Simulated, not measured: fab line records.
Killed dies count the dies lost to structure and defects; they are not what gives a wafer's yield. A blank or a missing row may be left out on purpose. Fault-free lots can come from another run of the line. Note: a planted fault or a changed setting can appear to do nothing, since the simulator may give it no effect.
Which tool is to blame? + flow sky130 + 45 wafers from 15 lots sampled at 4 of the route's 708 steps

## WHAT THE GAUGES SHOWED, per wafer
SKY_VT_ADJUST_LVTN_OVL_MEAS_07.
| lot  | measured     | on         | VT_ADJUST_LVTN_OVL (nm) |
|------|--------------|------------|-------------------------|
| L974 | day 7 01:52  | overlay-02 | 0.5 1.1 1.5             |
| L975 | day 7 05:20  | overlay-02 | -1.7 -1.2 -1.5          |
| L978 | day 8 04:49  | overlay-02 | -3.5 -4.1 -4.2          |
| L979 | day 8 11:40  | overlay-02 | -1.0 1.0 0.5            |
| L980 | day 8 17:02  | overlay-01 | -0.9 -0.2 -0.6          |
| L982 | day 9 03:32  | overlay-01 | 1.3 0.1 1.0             |
| L986 | day 10 08:10 | overlay-01 | 2.7 3.8 3.0             |
| L987 | day 10 09:53 | overlay-01 | -1.5 -2.1 -2.2          |
| L988 | day 10 20:11 | overlay-01 | -1.3 -1.4 -2.4          |
| L991 | day 11 14:37 | overlay-02 | -0.6 -0.3 -1.7          |
| L993 | day 12 06:19 | overlay-01 | -0.8 -0.4 -0.8          |
| L994 | day 12 15:35 | overlay-01 | -2.1 0.2 -1.8           |
| L995 | day 12 20:01 | overlay-01 | -2.3 -1.2 -0.9          |
| L996 | day 13 01:26 | overlay-02 | -0.5 -2.3 -1.6          |
| L997 | day 13 08:02 | overlay-01 | -0.4 0.3 -0.8           |

SKY_SONOS_TUNNEL_CD_MEAS_07: the cd target is 410 nm.
| lot  | measured     | on        | cd-nm (nm)        |
|------|--------------|-----------|-------------------|
| L974 | day 11 16:51 | cd-sem-01 | 413.8 411.9 409.1 |
| L975 | day 11 21:26 | cd-sem-01 | 411.4 410.3 411.3 |
| L978 | day 13 03:33 | cd-sem-01 | 411.2 409.4 411.0 |
| L979 | day 13 10:56 | cd-sem-02 | 411.8 410.6 411.3 |
| L980 | day 13 17:38 | cd-sem-02 | 414.3 413.5 414.4 |
| L982 | day 14 07:41 | cd-sem-01 | 410.8 409.8 410.9 |
| L986 | day 15 15:14 | cd-sem-01 | 407.1 403.9 405.6 |
| L987 | day 15 17:46 | cd-sem-02 | 412.2 413.7 412.4 |
| L988 | day 16 02:35 | cd-sem-01 | 409.4 406.2 407.4 |
| L991 | day 17 04:38 | cd-sem-02 | 412.2 412.6 413.3 |
| L993 | day 17 20:12 | cd-sem-02 | 407.6 405.7 407.3 |
| L994 | day 18 09:15 | cd-sem-02 | 412.2 411.3 412.1 |
| L995 | day 18 12:50 | cd-sem-01 | 410.2 411.7 411.8 |
| L996 | day 18 20:04 | cd-sem-01 | 409.9 411.7 411.1 |
| L997 | day 19 03:44 | cd-sem-01 | 412.1 410.9 413.3 |

SKY_SONOS_ONO_THK_MEAS_05.
| lot  | measured     | on            | SONOS_ONO_CVD_04_THK (nm) |
|------|--------------|---------------|---------------------------|
| L974 | day 11 22:14 | film-metro-03 | 5.65 5.63 5.74            |
| L975 | day 12 02:42 | film-metro-04 | 5.59 5.54 5.62            |
| L978 | day 13 11:36 | film-metro-03 | 5.77 5.89 5.91            |
| L979 | day 13 16:59 | film-metro-03 | 5.88 5.95 5.73            |
| L980 | day 14 00:17 | film-metro-04 | 5.54 5.54 5.52            |
| L982 | day 14 15:49 | film-metro-03 | 5.39 5.39 5.41            |
| L986 | day 15 22:42 | film-metro-01 | 5.59 5.49 5.53            |
| L987 | day 16 00:35 | film-metro-03 | 5.69 5.65 5.60            |
| L988 | day 16 08:20 | film-metro-01 | 5.42 5.54 5.65            |
| L991 | day 17 10:25 | film-metro-01 | 5.81 5.97 5.92            |
| L993 | day 18 02:48 | film-metro-01 | 5.73 5.70 5.76            |
| L994 | day 18 14:55 | film-metro-01 | 5.52 5.41 5.56            |
| L995 | day 18 21:38 | film-metro-01 | 5.74 5.70 5.66            |
| L996 | day 19 03:11 | film-metro-04 | 5.78 5.83 5.83            |
| L997 | day 19 08:42 | film-metro-01 | 5.63 5.81 5.59            |

## WHICH TOOL RAN EACH LOT (tool, then ch and the chambers of the sampled wafers, then the start)
| lot  | SKY_VT_ADJUST_HVTR_DEVELOP_06     |
|------|-----------------------------------|
| L974 | litho-track-01 ch 0, day 9 17:11  |
| L975 | litho-track-01 ch 0, day 9 20:53  |
| L978 | litho-track-01 ch 0, day 11 00:47 |
| L979 | litho-track-02 ch 0, day 11 07:58 |
| L980 | litho-track-04 ch 0, day 11 13:55 |
| L982 | litho-track-02 ch 0, day 12 02:37 |
| L986 | litho-track-02, day 13 10:22      |
| L987 | litho-track-04, day 13 13:14      |
| L988 | litho-track-02, day 13 21:44      |
| L991 | litho-track-04 ch 0, day 14 20:22 |
| L993 | litho-track-04 ch 0, day 15 11:52 |
| L994 | litho-track-01 ch 0, day 15 23:05 |
| L995 | litho-track-02 ch 0, day 16 01:47 |
| L996 | litho-track-01 ch 0, day 16 08:52 |
| L997 | litho-track-04 ch 0, day 16 15:53 |
- SKY_VT_ADJUST_HVTR_DEVELOP_06: develop time 60 s.

## WHAT THE TOOLS THEMSELVES READ (means of the sampled wafers that have a number; where no wafer has one, the mark that the record gives instead)
SKY_VT_ADJUST_HVTR_DEVELOP_06.
| lot  | tool           | chill-plate-temp-C (C) | exhaust-pa (Pa) |
|------|----------------|------------------------|-----------------|
| L974 | litho-track-01 | 22.84                  | 45.0            |
| L975 | litho-track-01 | 22.95                  | 44.3            |
| L978 | litho-track-01 | 22.89                  | 44.7            |
| L979 | litho-track-02 | 22.99                  | 46.4            |
| L980 | litho-track-04 | 23.10                  | 44.6            |
| L982 | litho-track-02 | 23.02                  | 43.7            |
| L986 | litho-track-02 | -                      | -               |
| L987 | litho-track-04 | -                      | -               |
| L988 | litho-track-02 | -                      | -               |
| L991 | litho-track-04 | 22.97                  | 44.5            |
| L993 | litho-track-04 | 23.03                  | 44.5            |
| L994 | litho-track-01 | 22.97                  | 44.5            |
| L995 | litho-track-02 | 23.01                  | 45.6            |
| L996 | litho-track-01 | 23.08                  | 45.0            |
| L997 | litho-track-04 | 23.03                  | 44.6            |

## THE ANSWER, worked out from the rows above alone
Rule: the lots themselves supply what counts as usual. The widest of any qualifying gaps counts: lots, ordered by their means at a reading, are off when they make up no more than a third of the lots, leave a main group of 4 or more, and stand apart from it by 3 or more times the standard deviation of that group's means. Not used: any main group whose means are identical at the precision the tables above print for the reading. Also off: a lot with no number at a reading for which 4 or more lots have one. All remaining lots with rows at the step are treated as sound. After the gauges, taken in route order, come the tools' own readings; for these a lot's mean is taken, as printed above. The first step at which some lot is off is used, and at that step the reading that is off furthest; a lot without a number counts as furthest.
Off at SKY_VT_ADJUST_HVTR_DEVELOP_06 (chill-plate-temp-C): L986, L987, L988. Without a number there: L986, L987, L988. For the main group the mean is 22.99 C and the standard deviation 0.07.
If a tool, at that step or one of the process steps before it, ran each lot that is off and ran no sound lot following the first of them, it fits. None of those tried fits.

## WHAT THE SIMULATOR HAD PUT IN
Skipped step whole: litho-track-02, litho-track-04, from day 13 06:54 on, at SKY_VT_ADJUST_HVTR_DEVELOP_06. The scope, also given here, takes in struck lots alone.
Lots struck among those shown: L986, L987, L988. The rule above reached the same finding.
